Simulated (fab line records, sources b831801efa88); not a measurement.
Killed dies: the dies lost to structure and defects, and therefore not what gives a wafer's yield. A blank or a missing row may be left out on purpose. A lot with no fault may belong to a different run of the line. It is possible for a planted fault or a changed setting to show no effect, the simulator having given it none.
fab line records	flow sky130
record lots=14	wafers=42	last-day=50
route steps=708 shown GATE_OXIDE@197 POLY_GATE@235 LDD_N@249 LDD_HVN@274 PAD_OPEN@708
lots that met no fault: from a run of the same line without faults
start-h: hours from the record's opening day to when the first of the lot's shown wafers began	wait-h: how many hours have passed since the lot's step before this one	" the same as in the row above	L1.1+2: a single row standing in for several wafers	- no value, or no start given	* or withheld: withheld	< > ~ a bound
route shown NAME@n: names a module that has steps shown in the file, with the first one's number in the route	usual: mean/standard deviation taken from wafers without a fault	same: alike in all rows	chamber/n: place in a boat	sites: per-site readings	_std_site: standard deviation of those values	_edge_site: mean of outer sites minus mean of inner sites	radius-mm: for every site, how far away it sits from the centre of the wafer	mask NAME#n: copy n	behind: the tool/chamber that last shaped the wafer	hold: cause of the lot's hold/its duration in hours/its outcome	device: which transistor (n, p or np) failed to switch	end of line: the same wafers' tests at the end of the route	a step given without rows: its recipe and nothing more	killed: the dies lost at the first sort to structure and to defects; this is not the yield of the wafer	map: shows each die of a wafer: x if killed, . if not, _ if none is there
set.NAME: the setting the step ran with; set.NAME@STEP: the setting that earlier step ran with	model.NAME: the simulator's own value behind a step, which no gauge read
route steps across a sampled set of lots; one table per step, one row per wafer
services: the hour from which a tool's chamber was out of use, counted from the record's first day as start-h (under 0 if before that day), plus the number of hours and why
## steps
# step SKY_GATE_OXIDE_OVL_MEAS_10
# usual GATE_OXIDE_OVL=0.9/1.2
lot.wafer	tool	chamber	start-h	wait-h	GATE_OXIDE_OVL[nm]
L391.4	overlay-01	-	302.80	0.1	1.0
L391.5	"	-	"	"	-0.4
L391.6	"	-	"	"	-0.2
L392.2	overlay-02	-	310.04	0.1	0.3
L392.5	"	-	"	"	1.4
L392.6	"	-	"	"	1.7
L393.1	overlay-01	-	317.19	0.1	1.9
L393.5	"	-	"	"	2.8
L393.6	"	-	"	"	2.8
L394.2	overlay-01	-	327.02	0.1	0.1
L394.4	"	-	"	"	2.3
L394.5	"	-	"	"	1.3
L395.1	overlay-01	-	338.14	0.1	1.6
L395.3	"	-	"	"	3.0
L395.5	"	-	"	"	1.3
L397.1	overlay-01	-	347.59	0.1	1.0
L397.5	"	-	"	"	0.4
L397.6	"	-	"	"	1.3
L400.2	overlay-02	-	376.39	0.1	0.6
L400.3	"	-	"	"	0.2
L400.5	"	-	"	"	1.7
L401.2	overlay-01	-	386.34	0.1	-0.1
L401.4	"	-	"	"	-1.7
L401.5	"	-	"	"	-1.4
L404.2	overlay-01	-	414.52	0.1	-0.8
L404.3	"	-	"	"	-0.2
L404.4	"	-	"	"	0.5
L409.3	overlay-02	-	459.65	0.1	1.0
L409.4	"	-	"	"	0.3
L409.5	"	-	"	"	-0.2
L410.1	overlay-01	-	474.43	0.1	1.1
L410.2	"	-	"	"	2.2
L410.5	"	-	"	"	0.6
L411.3	overlay-01	-	478.35	0.1	0.3
L411.4	"	-	"	"	0.6
L411.5	"	-	"	"	0.4
L413.4	overlay-02	-	491.03	0.1	2.1
L413.5	"	-	"	"	1.9
L413.6	"	-	"	"	2.9
L414.2	overlay-01	-	497.07	0.1	1.2
L414.3	"	-	"	"	0.6
L414.5	"	-	"	"	0.0
# step SKY_POLY_GATE_THK_MEAS_21
# recipe reads=SiO2_of_POLY_GATE_OXIDATION_20
# usual POLY_GATE_OXIDATION_THK=4.03/0.079
lot.wafer	tool	chamber	start-h	wait-h	POLY_GATE_OXIDATION_THK[nm]
L391.4	film-metro-02	-	363.39	0.0	4.09
L391.5	"	-	"	"	4.07
L391.6	"	-	"	"	4.00
L392.2	film-metro-01	-	374.74	0.0	4.04
L392.5	"	-	"	"	4.06
L392.6	"	-	"	"	4.10
L393.1	film-metro-04	-	380.73	0.0	4.08
L393.5	"	-	"	"	4.04
L393.6	"	-	"	"	4.03
L394.2	film-metro-04	-	392.89	0.0	3.98
L394.4	"	-	"	"	4.00
L394.5	"	-	"	"	4.03
L395.1	film-metro-01	-	402.79	0.0	4.19
L395.3	"	-	"	"	4.12
L395.5	"	-	"	"	4.16
L397.1	film-metro-04	-	413.44	0.0	4.00
L397.5	"	-	"	"	4.03
L397.6	"	-	"	"	3.96
L400.2	film-metro-02	-	444.76	0.0	4.02
L400.3	"	-	"	"	4.03
L400.5	"	-	"	"	3.94
L401.2	film-metro-02	-	455.82	0.0	4.00
L401.4	"	-	"	"	4.08
L401.5	"	-	"	"	3.90
L404.2	film-metro-01	-	483.07	0.0	3.98
L404.3	"	-	"	"	4.03
L404.4	"	-	"	"	4.11
L409.3	film-metro-02	-	528.22	0.0	4.05
L409.4	"	-	"	"	4.07
L409.5	"	-	"	"	4.00
L410.1	film-metro-04	-	548.10	0.0	3.88
L410.2	"	-	"	"	3.97
L410.5	"	-	"	"	3.91
L411.3	film-metro-02	-	548.13	0.0	3.94
L411.4	"	-	"	"	3.92
L411.5	"	-	"	"	3.98
L413.4	film-metro-04	-	562.24	0.0	4.08
L413.5	"	-	"	"	4.06
L413.6	"	-	"	"	4.03
L414.2	film-metro-01	-	565.70	0.0	3.91
L414.3	"	-	"	"	3.91
L414.5	"	-	"	"	3.93
# step SKY_LDD_N_IMPLANT_12
# recipe species=BF2	energy-kev=50	dose-cm2=5e+12	tilt-deg=30	rotation-deg=0
# usual beam-on-s=9.98/0.21	faraday-current-uA=28.2/0.59
lot.wafer	tool	chamber	start-h	wait-h	beam-on-s	faraday-current-uA
L391.4	implanter-03	0	392.03	0.1	10.25	27.7
L391.5	"	0	"	"	10.12	27.9
L391.6	"	0	"	"	10.35	27.2
L392.2	implanter-04	0	404.57	0.1	9.90	28.5
L392.5	"	0	"	"	10.08	28.0
L392.6	"	0	"	"	9.98	28.4
L393.1	implanter-01	0	412.90	2.7	10.32	27.2
L393.5	"	0	"	"	9.96	28.3
L393.6	"	0	"	"	9.93	28.4
L394.2	implanter-01	0	423.20	0.1	9.95	28.4
L394.4	"	0	"	"	9.84	28.7
L394.5	"	0	"	"	10.26	27.6
L395.1	implanter-04	0	433.45	0.1	9.88	28.5
L395.3	"	0	"	"	10.01	28.1
L395.5	"	0	"	"	10.30	27.3
L397.1	implanter-04	0	445.27	0.1	10.00	28.1
L397.5	"	0	"	"	9.97	28.2
L397.6	"	0	"	"	9.70	29.0
L400.2	implanter-03	0	476.82	0.1	9.55	29.4
L400.3	"	0	"	"	10.12	27.8
L400.5	"	0	"	"	9.80	28.8
L401.2	implanter-04	0	487.47	0.1	9.82	28.7
L401.4	"	0	"	"	9.65	29.2
L401.5	"	0	"	"	9.88	28.4
L404.2	implanter-04	0	514.28	0.1	9.94	28.4
L404.3	"	0	"	"	9.85	28.5
L404.4	"	0	"	"	9.66	29.0
L409.3	implanter-01	0	558.15	0.1	13.09	21.5
L409.4	"	0	"	"	13.16	21.4
L409.5	"	0	"	"	12.73	22.1
L410.1	implanter-01	0	578.40	0.1	12.80	22.0
L410.2	"	0	"	"	12.60	22.4
L410.5	"	0	"	"	12.51	22.5
L411.3	implanter-03	0	578.67	0.1	9.87	28.6
L411.4	"	0	"	"	10.52	26.9
L411.5	"	0	"	"	10.17	27.6
L413.4	implanter-03	0	591.58	0.1	9.95	28.3
L413.5	"	0	"	"	10.01	28.1
L413.6	"	0	"	"	10.23	27.6
L414.2	implanter-04	0	595.60	0.1	9.95	28.3
L414.3	"	0	"	"	9.83	28.5
L414.5	"	0	"	"	10.08	27.9
# step SKY_LDD_HVN_OVL_MEAS_07
# usual LDD_HVN_OVL=0.5/1.3
lot.wafer	tool	chamber	start-h	wait-h	LDD_HVN_OVL[nm]
L391.4	overlay-01	-	454.05	0.1	2.7
L391.5	"	-	"	"	2.6
L391.6	"	-	"	"	3.4
L392.2	overlay-01	-	466.42	0.1	-0.2
L392.5	"	-	"	"	0.7
L392.6	"	-	"	"	1.5
L393.1	overlay-01	-	474.81	0.1	0.5
L393.5	"	-	"	"	-0.4
L393.6	"	-	"	"	0.8
L394.2	overlay-02	-	486.52	0.1	0.0
L394.4	"	-	"	"	-0.7
L394.5	"	-	"	"	-1.2
L395.1	overlay-02	-	496.16	0.1	1.0
L395.3	"	-	"	"	1.2
L395.5	"	-	"	"	1.8
L397.1	overlay-02	-	507.31	0.1	0.7
L397.5	"	-	"	"	0.8
L397.6	"	-	"	"	0.8
L400.2	overlay-01	-	537.67	0.1	3.0
L400.3	"	-	"	"	2.5
L400.5	"	-	"	"	3.2
L401.2	overlay-02	-	549.62	0.1	0.9
L401.4	"	-	"	"	1.4
L401.5	"	-	"	"	-0.2
L404.2	overlay-01	-	574.52	0.1	0.6
L404.3	"	-	"	"	1.8
L404.4	"	-	"	"	2.6
L409.3	overlay-02	-	617.30	0.1	2.9
L409.4	"	-	"	"	0.7
L409.5	"	-	"	"	-1.1
L410.1	overlay-01	-	637.01	0.1	0.9
L410.2	"	-	"	"	-0.1
L410.5	"	-	"	"	0.5
L411.3	overlay-02	-	637.05	0.1	0.6
L411.4	"	-	"	"	-1.8
L411.5	"	-	"	"	-0.1
L413.4	overlay-01	-	650.55	0.1	-0.3
L413.5	"	-	"	"	1.1
L413.6	"	-	"	"	0.6
L414.2	overlay-01	-	653.74	0.1	0.0
L414.3	"	-	"	"	-0.1
L414.5	"	-	"	"	-0.8
# step SKY_PAD_OPEN_PROBE_99
# usual killed_at_M0_to_M3=42/6.6	killed_at_M4_up=3.1/1.9	killed-at-contacts=25/5.7	killed-at-front-end=16/5	killed-at-other=0.2/0.38	killed-dies=86/9.6	killed-open=47/7.2	killed-short=39/6.2
# same gross-dies=492	killed-at-back-side=0
lot.wafer	tool	chamber	start-h	wait-h	killed_at_M0_to_M3	killed_at_M4_up	killed-at-contacts	killed-at-front-end	killed-at-other	killed-dies	killed-open	killed-short
L391.4	prober-01	-	1074.84	0.2	42	2	21	24	0	89	44	45
L391.5	prober-01	-	1074.89	0.2	40	1	18	22	0	81	43	38
L391.6	prober-01	-	1074.94	0.2	35	2	19	18	0	74	38	36
L392.2	prober-02	-	1082.60	0.1	48	3	19	11	0	81	56	25
L392.5	prober-02	-	1082.75	0.2	31	5	23	13	0	72	47	25
L392.6	prober-02	-	1082.80	0.2	53	1	20	12	1	87	57	30
L393.1	prober-01	-	1088.08	0.1	39	6	24	18	0	87	45	42
L393.5	prober-01	-	1088.28	0.2	43	3	17	8	1	72	38	33
L393.6	prober-01	-	1088.33	0.2	48	6	17	15	1	87	40	47
L394.2	prober-02	-	1094.49	0.1	51	5	17	9	0	82	40	42
L394.4	prober-02	-	1094.59	0.2	36	3	34	14	0	87	43	44
L394.5	prober-02	-	1094.64	0.2	32	7	28	23	0	90	38	52
L395.1	prober-01	-	1099.93	0.1	44	4	24	14	0	86	50	36
L395.3	prober-01	-	1100.03	0.2	33	3	29	20	0	85	38	47
L395.5	prober-01	-	1100.13	0.2	39	0	40	21	0	100	57	43
L397.1	prober-01	-	1105.50	0.1	46	2	19	10	0	77	42	35
L397.5	prober-01	-	1105.70	0.2	40	8	20	16	0	84	34	50
L397.6	prober-01	-	1105.75	0.2	38	2	31	14	0	85	47	38
L400.2	prober-02	-	1130.13	0.1	46	3	37	20	0	106	50	56
L400.3	prober-02	-	1130.18	0.2	53	2	22	20	0	97	56	41
L400.5	prober-02	-	1130.28	0.2	47	5	36	18	0	106	55	51
L401.2	prober-01	-	1136.84	0.1	47	4	17	12	0	80	40	40
L401.4	prober-01	-	1136.94	0.2	53	4	33	16	0	106	61	45
L401.5	prober-01	-	1136.99	0.2	30	1	32	17	0	80	46	34
L404.2	prober-02	-	1152.74	0.1	35	6	35	20	0	96	49	47
L404.3	prober-02	-	1152.79	0.2	34	3	27	16	0	80	40	40
L404.4	prober-02	-	1152.84	0.2	52	4	28	13	0	97	51	46
L409.3	prober-01	-	1178.76	0.2	51	2	20	15	0	88	46	42
L409.4	prober-01	-	1178.81	0.2	50	8	19	10	0	87	46	41
L409.5	prober-01	-	1178.86	0.2	39	2	19	26	0	86	44	42
L410.1	prober-02	-	1189.76	0.1	53	3	30	14	1	101	59	42
L410.2	prober-02	-	1189.81	0.1	48	1	22	11	0	82	49	33
L410.5	prober-02	-	1189.96	0.2	47	1	27	7	0	82	46	36
L411.3	prober-01	-	1191.95	0.2	35	8	19	18	0	80	45	35
L411.4	prober-01	-	1192.00	0.2	40	3	19	14	0	76	42	34
L411.5	prober-01	-	1192.05	0.2	43	2	22	14	0	81	45	36
L413.4	prober-01	-	1195.65	0.2	57	4	20	17	0	98	59	39
L413.5	prober-01	-	1195.70	0.2	35	4	21	25	0	85	44	41
L413.6	prober-01	-	1195.75	0.2	42	4	16	12	0	74	36	38
L414.2	prober-02	-	1197.85	0.1	35	4	20	16	0	75	43	32
L414.3	prober-02	-	1197.90	0.2	43	4	24	5	0	76	43	33
L414.5	prober-02	-	1198.00	0.2	38	5	22	9	0	74	40	34
# killed by level:class
L391.4 LI_CONTACT:geometric-particle:open=9 POLY_GATE:geometric-particle:open=7 METAL1:geometric-particle:short=7 METAL2:geometric-particle:short=7 FIELD_ISO:geometric-particle:short=6 CONTACT:geometric-particle:open=6 VIA1:geometric-particle:short=6 METAL1:geometric-particle:open=4
L391.5 METAL1:geometric-particle:short=9 VIA2:geometric-particle:open=6 CONTACT:geometric-particle:open=6 VIA3:geometric-particle:open=6 POLY_GATE:geometric-particle:open=5 LOCAL_INTERCONNECT:geometric-particle:short=5 VIA3:geometric-particle:short=5 FIELD_ISO:geometric-particle:short=4
L391.6 FIELD_ISO:geometric-particle:open=7 VIA1:geometric-particle:open=7 CONTACT:geometric-particle:open=6 METAL1:geometric-particle:short=6 METAL2:geometric-particle:short=6 LI_CONTACT:geometric-particle:open=5 VIA2:geometric-particle:open=5 LOCAL_INTERCONNECT:geometric-particle:short=4
L392.2 VIA1:geometric-particle:open=16 CONTACT:geometric-particle:open=10 VIA3:geometric-particle:open=8 FIELD_ISO:geometric-particle:open=7 METAL2:geometric-particle:short=6 LI_CONTACT:geometric-particle:open=4 METAL1:geometric-particle:short=4 VIA2:geometric-particle:open=4
L392.5 LI_CONTACT:geometric-particle:open=9 VIA2:geometric-particle:open=9 CONTACT:geometric-particle:open=8 VIA1:geometric-particle:open=7 FIELD_ISO:geometric-particle:open=4 METAL4:geometric-particle:short=4 VIA3:geometric-particle:open=4 FIELD_ISO:geometric-particle:short=3
L392.6 VIA1:geometric-particle:open=17 VIA2:geometric-particle:open=10 CONTACT:geometric-particle:open=8 VIA3:geometric-particle:open=8 VIA1:geometric-particle:short=7 FIELD_ISO:geometric-particle:short=6 LI_CONTACT:geometric-particle:open=6 METAL1:geometric-particle:short=5
L393.1 VIA1:geometric-particle:open=11 LI_CONTACT:geometric-particle:open=8 CONTACT:geometric-particle:open=6 VIA3:geometric-particle:open=6 POLY_GATE:geometric-particle:short=5 CONTACT:geometric-particle:short=5 METAL4:geometric-particle:short=5 FIELD_ISO:geometric-particle:short=4
L393.5 CONTACT:geometric-particle:open=10 VIA1:geometric-particle:open=9 VIA1:geometric-particle:short=6 METAL2:geometric-particle:short=5 VIA2:geometric-particle:open=5 METAL3:geometric-particle:short=5 POLY_GATE:geometric-particle:open=4 VIA3:geometric-particle:open=4
L393.6 METAL2:geometric-particle:short=10 VIA1:geometric-particle:open=10 CONTACT:geometric-particle:open=6 METAL1:geometric-particle:short=6 VIA1:geometric-particle:short=6 VIA3:geometric-particle:open=5 FIELD_ISO:geometric-particle:short=4 CONTACT:geometric-particle:short=4
L394.2 METAL1:geometric-particle:short=11 VIA1:geometric-particle:open=8 VIA1:geometric-particle:short=8 VIA3:geometric-particle:open=6 CONTACT:geometric-particle:open=6 VIA2:geometric-particle:open=6 METAL2:geometric-particle:short=5 METAL3:geometric-particle:short=4
L394.4 CONTACT:geometric-particle:open=16 LOCAL_INTERCONNECT:geometric-particle:short=8 VIA3:geometric-particle:open=8 METAL1:geometric-particle:short=6 VIA1:geometric-particle:open=6 POLY_GATE:geometric-particle:open=5 VIA2:geometric-particle:short=5 FIELD_ISO:geometric-particle:short=4
L394.5 POLY_GATE:geometric-particle:short=8 CONTACT:geometric-particle:short=8 LOCAL_INTERCONNECT:geometric-particle:short=7 POLY_GATE:geometric-particle:open=6 CONTACT:geometric-particle:open=6 VIA1:geometric-particle:open=6 FIELD_ISO:geometric-particle:short=5 METAL1:geometric-particle:short=5
L395.1 VIA1:geometric-particle:open=10 CONTACT:geometric-particle:open=10 METAL1:geometric-particle:short=8 VIA2:geometric-particle:open=7 VIA3:geometric-particle:open=5 FIELD_ISO:geometric-particle:open=4 POLY_GATE:geometric-particle:open=4 LI_CONTACT:geometric-particle:open=4
L395.3 CONTACT:geometric-particle:open=9 CONTACT:geometric-particle:short=7 FIELD_ISO:geometric-particle:short=6 LI_CONTACT:geometric-particle:open=6 FIELD_ISO:geometric-particle:open=5 METAL1:geometric-particle:short=5 VIA2:geometric-particle:open=4 LOCAL_INTERCONNECT:geometric-particle:short=4
L395.5 LI_CONTACT:geometric-particle:open=14 VIA1:geometric-particle:open=12 CONTACT:geometric-particle:open=11 CONTACT:geometric-particle:short=8 POLY_GATE:geometric-particle:short=6 VIA2:geometric-particle:open=6 POLY_GATE:geometric-particle:open=5 VIA3:geometric-particle:short=5
L397.1 VIA1:geometric-particle:open=14 CONTACT:geometric-particle:open=10 METAL2:geometric-particle:short=7 VIA2:geometric-particle:open=6 LI_CONTACT:geometric-particle:open=5 VIA1:geometric-particle:short=5 METAL1:geometric-particle:short=5 FIELD_ISO:geometric-particle:short=4
L397.5 FIELD_ISO:geometric-particle:short=7 CONTACT:geometric-particle:open=7 METAL1:geometric-particle:short=7 VIA1:geometric-particle:short=6 VIA1:geometric-particle:open=6 METAL2:geometric-particle:short=6 CONTACT:geometric-particle:short=5 VIA3:geometric-particle:open=5
L397.6 LI_CONTACT:geometric-particle:open=11 VIA3:geometric-particle:open=10 CONTACT:geometric-particle:short=8 METAL1:geometric-particle:short=6 VIA1:geometric-particle:open=6 METAL2:geometric-particle:short=5 VIA2:geometric-particle:open=5 LOCAL_INTERCONNECT:geometric-particle:short=4
L400.2 LOCAL_INTERCONNECT:geometric-particle:short=10 CONTACT:geometric-particle:open=10 VIA1:geometric-particle:open=9 LI_CONTACT:geometric-particle:open=7 FIELD_ISO:geometric-particle:open=6 CONTACT:geometric-particle:short=6 METAL1:geometric-particle:short=6 VIA3:geometric-particle:short=6
L400.3 VIA1:geometric-particle:open=20 CONTACT:geometric-particle:open=11 VIA3:geometric-particle:open=8 FIELD_ISO:geometric-particle:short=7 POLY_GATE:geometric-particle:open=6 METAL2:geometric-particle:short=5 METAL1:geometric-particle:short=5 VIA1:geometric-particle:short=5
L400.5 LI_CONTACT:geometric-particle:open=12 VIA1:geometric-particle:open=10 CONTACT:geometric-particle:open=10 LOCAL_INTERCONNECT:geometric-particle:short=8 VIA3:geometric-particle:open=7 VIA1:geometric-particle:short=6 VIA3:geometric-particle:short=6 POLY_GATE:geometric-particle:short=5
L401.2 VIA3:geometric-particle:open=9 METAL1:geometric-particle:short=8 VIA1:geometric-particle:open=8 CONTACT:geometric-particle:short=7 FIELD_ISO:geometric-particle:short=6 CONTACT:geometric-particle:open=5 VIA1:geometric-particle:short=4 METAL3:geometric-particle:short=4
L401.4 VIA1:geometric-particle:open=17 CONTACT:geometric-particle:open=10 LI_CONTACT:geometric-particle:open=8 LOCAL_INTERCONNECT:geometric-particle:short=8 POLY_GATE:geometric-particle:open=6 METAL3:geometric-particle:short=5 METAL1:geometric-particle:short=5 VIA2:geometric-particle:open=5
L401.5 CONTACT:geometric-particle:open=13 VIA1:geometric-particle:open=9 METAL1:geometric-particle:short=8 CONTACT:geometric-particle:short=5 LOCAL_INTERCONNECT:geometric-particle:short=5 POLY_GATE:geometric-particle:short=4 POLY_GATE:geometric-particle:open=4 VIA2:geometric-particle:open=4
L404.2 CONTACT:geometric-particle:open=12 VIA1:geometric-particle:open=8 CONTACT:geometric-particle:short=7 LI_CONTACT:geometric-particle:open=7 METAL2:geometric-particle:short=6 SONOS_ONO:geometric-particle:open=5 POLY_GATE:geometric-particle:short=5 VIA1:geometric-particle:short=5
L404.3 METAL2:geometric-particle:short=10 CONTACT:geometric-particle:short=9 CONTACT:geometric-particle:open=8 LI_CONTACT:geometric-particle:open=7 VIA1:geometric-particle:open=5 POLY_GATE:geometric-particle:short=4 VIA1:geometric-particle:short=4 VIA3:geometric-particle:open=4
L404.4 VIA1:geometric-particle:open=16 LI_CONTACT:geometric-particle:open=8 LOCAL_INTERCONNECT:geometric-particle:short=7 METAL2:geometric-particle:short=7 VIA2:geometric-particle:open=7 VIA3:geometric-particle:open=6 VIA2:geometric-particle:short=5 FIELD_ISO:geometric-particle:open=4
L409.3 VIA1:geometric-particle:open=16 VIA3:geometric-particle:open=10 CONTACT:geometric-particle:open=8 CONTACT:geometric-particle:short=7 METAL2:geometric-particle:short=7 POLY_GATE:geometric-particle:short=6 FIELD_ISO:geometric-particle:short=5 VIA1:geometric-particle:short=4
L409.4 CONTACT:geometric-particle:open=10 VIA3:geometric-particle:open=8 VIA2:geometric-particle:open=8 METAL4:geometric-particle:short=7 VIA1:geometric-particle:open=7 METAL2:geometric-particle:short=7 METAL3:geometric-particle:short=5 CONTACT:geometric-particle:short=5
L409.5 VIA1:geometric-particle:open=9 FIELD_ISO:geometric-particle:open=8 METAL2:geometric-particle:short=8 CONTACT:geometric-particle:open=7 FIELD_ISO:geometric-particle:short=5 LI_CONTACT:geometric-particle:open=4 METAL1:geometric-particle:short=4 VIA1:geometric-particle:short=4
L410.1 CONTACT:geometric-particle:open=15 VIA1:geometric-particle:open=14 VIA2:geometric-particle:open=8 METAL2:geometric-particle:short=7 VIA3:geometric-particle:open=6 FIELD_ISO:geometric-particle:open=5 LI_CONTACT:geometric-particle:open=5 VIA1:geometric-particle:short=5
L410.2 VIA1:geometric-particle:open=15 CONTACT:geometric-particle:open=8 VIA2:geometric-particle:open=7 CONTACT:geometric-particle:short=6 LOCAL_INTERCONNECT:geometric-particle:short=5 METAL1:geometric-particle:short=5 VIA1:geometric-particle:short=5 VIA3:geometric-particle:open=4
L410.5 LI_CONTACT:geometric-particle:open=10 CONTACT:geometric-particle:open=10 VIA3:geometric-particle:open=8 METAL2:geometric-particle:short=7 METAL1:geometric-particle:short=6 VIA1:geometric-particle:open=6 VIA2:geometric-particle:open=6 VIA3:geometric-particle:short=6
L411.3 VIA1:geometric-particle:open=9 CONTACT:geometric-particle:open=9 METAL1:geometric-particle:short=7 LOCAL_INTERCONNECT:geometric-particle:short=6 POLY_GATE:geometric-particle:short=5 VIA2:geometric-particle:open=5 VIA3:geometric-particle:open=5 METAL4:geometric-particle:short=5
L411.4 LI_CONTACT:geometric-particle:open=9 VIA1:geometric-particle:open=7 VIA3:geometric-particle:open=6 FIELD_ISO:geometric-particle:short=5 CONTACT:geometric-particle:open=5 METAL1:geometric-particle:short=5 VIA1:geometric-particle:short=5 VIA2:geometric-particle:short=5
L411.5 VIA1:geometric-particle:open=10 CONTACT:geometric-particle:open=9 VIA1:geometric-particle:short=8 METAL1:geometric-particle:short=7 VIA2:geometric-particle:open=6 FIELD_ISO:geometric-particle:open=5 METAL2:geometric-particle:short=5 LI_CONTACT:geometric-particle:open=4
L413.4 VIA1:geometric-particle:open=14 VIA3:geometric-particle:open=10 VIA1:geometric-particle:short=9 POLY_GATE:geometric-particle:open=7 LI_CONTACT:geometric-particle:open=7 METAL2:geometric-particle:short=6 VIA2:geometric-particle:open=6 CONTACT:geometric-particle:open=5
L413.5 VIA1:geometric-particle:open=10 FIELD_ISO:geometric-particle:short=6 POLY_GATE:geometric-particle:open=6 CONTACT:geometric-particle:open=6 METAL2:geometric-particle:short=6 FIELD_ISO:geometric-particle:open=5 CONTACT:geometric-particle:short=5 VIA1:geometric-particle:short=4
L413.6 METAL2:geometric-particle:short=9 VIA1:geometric-particle:open=9 LOCAL_INTERCONNECT:geometric-particle:short=5 VIA2:geometric-particle:open=5 FIELD_ISO:geometric-particle:short=4 LI_CONTACT:geometric-particle:open=3 CONTACT:geometric-particle:open=3 VIA1:geometric-particle:short=3
L414.2 CONTACT:geometric-particle:open=11 VIA1:geometric-particle:open=9 POLY_GATE:geometric-particle:open=6 METAL1:geometric-particle:short=5 VIA3:geometric-particle:short=5 LI_CONTACT:geometric-particle:open=4 VIA1:geometric-particle:short=4 METAL4:geometric-particle:short=4
L414.3 VIA3:geometric-particle:open=10 VIA1:geometric-particle:open=10 CONTACT:geometric-particle:open=7 CONTACT:geometric-particle:short=6 LI_CONTACT:geometric-particle:open=5 VIA2:geometric-particle:open=5 VIA1:geometric-particle:short=4 METAL2:geometric-particle:short=4
L414.5 VIA1:geometric-particle:open=8 CONTACT:geometric-particle:open=7 LI_CONTACT:geometric-particle:open=6 VIA3:geometric-particle:open=6 CONTACT:geometric-particle:short=5 VIA1:geometric-particle:short=5 METAL1:geometric-particle:short=4 VIA2:geometric-particle:open=4
## services
tool	chamber	start-h	hours	kind
implanter-01	-	378.60	3.9	pm
implanter-04	-	380.70	0.7	repair
implanter-03	-	392.55	20.5	pm
implanter-01	-	425.02	2.9	pm
implanter-03	-	479.03	4.3	repair
implanter-01	-	496.19	3.5	repair
implanter-03	-	529.47	4.6	repair
implanter-04	-	533.28	1.2	repair
implanter-04	-	556.03	6.3	pm
implanter-04	-	570.14	2.0	repair
implanter-04	-	572.09	3.3	pm
## key
first-sign step=SKY_LDD_N_IMPLANT_12	reading=beam-on-s	direction=up	sigmas=13	usual=9.98	struck=12.82
effect step=SKY_LDD_N_IMPLANT_12	reading=faraday-current-uA	direction=down	sigmas=11	usual=28.2	struck=22.0
met-at SKY_LDD_N_IMPLANT_12
struck-lots L409,L410
tester-left-out L409,L410
not-acting-at SKY_GATE_OXIDE_OVL_MEAS_10,SKY_POLY_GATE_THK_MEAS_21,SKY_LDD_HVN_OVL_MEAS_07
onset-between 423.20 558.15
fault kind=process-parameter-drift	tool=implanter-01	chamber=-	onset-h=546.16	steps=SKY_LDD_N_IMPLANT_12	channel=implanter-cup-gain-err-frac	offset=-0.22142	shape=step	end-h=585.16
# tester-left-out: of these lots the tester's yield and bins aren't shown, on N5 and GAA mostly nor the transistor test; their killed dies are dies lost to structure and defects alone, not to doping, threshold or leakage, so they don't give the yield
